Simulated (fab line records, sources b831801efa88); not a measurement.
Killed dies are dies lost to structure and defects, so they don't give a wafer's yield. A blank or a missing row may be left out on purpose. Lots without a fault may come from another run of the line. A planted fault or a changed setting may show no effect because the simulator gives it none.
Split-lot experiment | flow gf180mcu | 5 lots, 27 wafers read, on a route of 602 steps

THE SPLIT
At GF_STI_ETCH_14 (etches Si in HBr/Cl2/O2, target depth 360 nm, time 102.9 s), the setting time_s was moved away from the recipe's 102.9 s on 9 of the 27 wafers read, by +26.8% to +57.7%. The other wafers ran this setting at the recipe's value.

The file shows no step between the split and the reading.

THE READING
oes_product_au, in a.u., at GF_STI_STRIP_15 (strips in O2/N2). Fault-free wafers of this fab line usually give 0.383 a.u., standard deviation 0.0053 a.u..

wafer  | tool, chamber at the split | time_s as run, s | against the recipe | oes_product_au, a.u. | against lot-mates on the recipe
L074.1 | rie_si-01, 1               | 162.3            | +57.7%             | 0.344                | -0.040
L074.2 | rie_si-01, 0               | 102.9            | recipe             | 0.382                | -
L074.3 | rie_si-01, 3               | 102.9            | recipe             | 0.379                | -
L074.4 | rie_si-01, 3               | 162.3            | +57.7%             | 0.357                | -0.027
L074.5 | rie_si-01, 1               | 102.9            | recipe             | 0.390                | -
L074.6 | rie_si-01, 0               | 162.3            | +57.7%             | 0.352                | -0.032
L076.1 | rie_si-01, 2               | 102.9            | recipe             | 0.388                | -
L076.2 | rie_si-01, 1               | 102.9            | recipe             | 0.390                | -
L076.4 | rie_si-01, 0               | 102.9            | recipe             | 0.382                | -
L080.1 | rie_si-01, 3               | 102.9            | recipe             | 0.387                | -
L080.2 | rie_si-01, 1               | 102.9            | recipe             | 0.379                | -
L080.3 | rie_si-01, 0               | 102.9            | recipe             | 0.378                | -
L080.4 | rie_si-01, 2               | 102.9            | recipe             | 0.390                | -
L080.5 | rie_si-01, 2               | 102.9            | recipe             | 0.377                | -
L080.6 | rie_si-01, 3               | 102.9            | recipe             | 0.377                | -
L083.1 | rie_si-01, 3               | 156.2            | +51.8%             | 0.361                | -0.016
L083.2 | rie_si-01, 1               | 156.2            | +51.8%             | 0.362                | -0.015
L083.3 | rie_si-01, 0               | 102.9            | recipe             | 0.372                | -
L083.4 | rie_si-01, 2               | 102.9            | recipe             | 0.381                | -
L083.5 | rie_si-01, 1               | 102.9            | recipe             | 0.378                | -
L083.6 | rie_si-01, 0               | 156.2            | +51.8%             | 0.354                | -0.023
L085.1 | rie_si-02, 1               | 130.5            | +26.8%             | 0.377                | -0.008
L085.2 | rie_si-02, 0               | 130.5            | +26.8%             | 0.368                | -0.017
L085.3 | rie_si-02, 2               | 102.9            | recipe             | 0.386                | -
L085.4 | rie_si-02, 3               | 102.9            | recipe             | 0.382                | -
L085.5 | rie_si-02, 2               | 102.9            | recipe             | 0.386                | -
L085.6 | rie_si-02, 3               | 130.5            | +26.8%             | 0.381                | -0.004

THE FIT
A straight line over all 27 wafers: oes_product_au changes by -0.000489 a.u. for each +1% of time_s; r = -0.89; the points scatter about the line by 0.0058 a.u..
The same after taking each lot's own level away (the mean of its wafers on the recipe; 27 wafers): -0.000462 a.u. for each +1%; r = -0.89; scatter 0.0055 a.u..
On that fit, the largest move of time_s shifts the reading by 0.027 a.u..
The lots' own levels span 0.3770 to 0.3867 a.u., that is 1.8 times the standard deviation above.
So the lot-to-lot level changes the slope little: the two slopes agree.
Check: with one of the wafers moved furthest among these (+57.7%) left out of the fit, the line predicts -0.0237 a.u. for it against its lot-mates. It came out at -0.0397 a.u. against them.

OTHER SPLITS ON THESE WAFERS
These wafers also went through other splits before the reading. Each is held against what the fit with the lots' levels taken away leaves over:
other split on the same wafers | wafers away from the commonest value | r with oes_product_au (lot level and that fit taken away)
GF_STI_CVD_03 time_s           | 18                                   | -0.18

THE WHOLE CHAIN: every reading that the file lists as answering this split, in the file's order
step            | what it does                                               | reading                                                                    | change (the file's fit)                    | r (the file's)
GF_STI_ETCH_14  | etches Si in HBr/Cl2/O2, target depth 360 nm, time 102.9 s | STI.feature_depth_nm (the simulator's own value, which no gauge read)      | +3.64 nm for each +1% of the setting       | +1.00
GF_STI_ETCH_14  | etches Si in HBr/Cl2/O2, target depth 360 nm, time 102.9 s | KrF_of_STI_COAT_07.thk_nm (the simulator's own value, which no gauge read) | -1.22 nm for each +1% of the setting       | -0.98
GF_STI_STRIP_15 | strips in O2/N2                                            | oes_product_au                                                             | -0.000457 a.u. for each +1% of the setting | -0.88
GF_STI_STRIP_15 | strips in O2/N2                                            | strip_time_to_endpoint_s                                                   | withheld for each +1% of the setting       | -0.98

THE FILE'S OWN FIT
oes_product_au changes by -0.000457 a.u. for each +1% of time_s, r = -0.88.
